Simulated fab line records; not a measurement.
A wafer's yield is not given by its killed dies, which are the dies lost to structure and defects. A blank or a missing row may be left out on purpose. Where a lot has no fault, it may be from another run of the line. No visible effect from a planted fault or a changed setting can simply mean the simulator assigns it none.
8D (eight disciplines) problem report, filled in by code | flow gf180mcu | the parts of the form that need people (team, actions taken, sign-off) are left out

== 1. PROBLEM STATEMENT ==
Mean VT_IMPLANT_2_TW at GF_VT_IMPLANT_TW_MEAS_21: 1030 over 6 wafers in 2 lots; fault-free wafers: 1217, standard deviation 9.3. That is -20 standard deviations from the usual mean.
First observed at day 9 19:56: wafer L151.2, on film-metro-03. At this step, 36 wafers from 12 lots have a number in the record. Rule for "out", or "out of limits": more than 4 standard deviations from the usual mean. The other wafers with a number count as sound.

== 2. WHAT IT IS; WHAT IT IS NOT ==
question                    | is                           | is not
which readings at this step | VT_IMPLANT_2_TW              | -
which lots                  | L151, L152                   | L138, L140, L141, L142, L143, L145, L150, L153, L158, L159
which wafers of those lots  | all that have a number       | -
read on which gauges        | film-metro-03, film-metro-04 | film-metro-01
when                        | from day 9 19:56             | up to then (21 sound wafers); but 9 sound wafers of L153, L158, L159 came after

== 3. WHAT RULES OUT EACH SUSPECT ==
Counting: a tool at a process step up to the reading stays a suspect if it ran every lot that is out and no sound lot after the first of them.
- the gauge at GF_VT_IMPLANT_TW_MEAS_21 is ruled out. 2 gauges (film-metro-03, film-metro-04) read the wafers that are out.
- implanter-04 at GF_VT_IMPLANT_IMPLANT_19: kept. Every lot that is out went through it, starting with L151 (day 9 19:43), and after that it ran no sound lot; the last sound lot it ran before then is L145 (day 8 07:10). On those wafers its own readings are out: dose-ions-cm2, faraday-current-uA.
The count leaves implanter-04 at GF_VT_IMPLANT_IMPLANT_19.

== 4. THE CAUSE (what the simulator had put in) ==
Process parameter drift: implanter-04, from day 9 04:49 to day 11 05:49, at GF_VT_IMPLANT_IMPLANT_19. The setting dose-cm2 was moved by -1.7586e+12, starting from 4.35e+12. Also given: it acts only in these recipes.
After counting, this tool was the only one left.

== 5. SEQUENCE OF EFFECTS, ordered by route ==
One row per reading whose mean, taken over the struck wafers that have a number, lies over 3 standard deviations from the usual. Readings are gone through only where the record gives a usual standard deviation; hours: the median, over the lots, of the time from a lot's start at the first step in this table giving one to that lot's start at this step; sigmas: the change measured in usual standard deviations.
hours | step                     | reading            | usual    | on struck wafers | change    | sigmas
0     | GF_VT_IMPLANT_IMPLANT_19 | dose-ions-cm2      | 4.35e+12 | 2.59e+12         | -1.76e+12 | -99 or more
0     | GF_VT_IMPLANT_IMPLANT_19 | faraday-current-uA | 24.5     | 14.7             | -9.8      | -20
0     | GF_VT_IMPLANT_TW_MEAS_21 | VT_IMPLANT_2_TW    | 1217     | 1030             | -187      | -20
Its process steps:
- GF_VT_IMPLANT_IMPLANT_19

== 6. HOW IT WOULD HAVE BEEN CAUGHT EARLIER ==
Counted from the fault's start at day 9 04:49, it took 15 hours until the first out-of-limits reading at a measuring or inspecting step in this record, taken at day 9 19:56.
Tool's own readings at GF_VT_IMPLANT_IMPLANT_19, dose-ions-cm2, faraday-current-uA: out on all struck wafers the step has rows for; an alarm limit on them would have tripped on the first.
L152, from the lots that are out (2), started GF_VT_IMPLANT_IMPLANT_19 on implanter-04 later than day 9 19:56. Had the tool been put on hold then, it would have been spared.
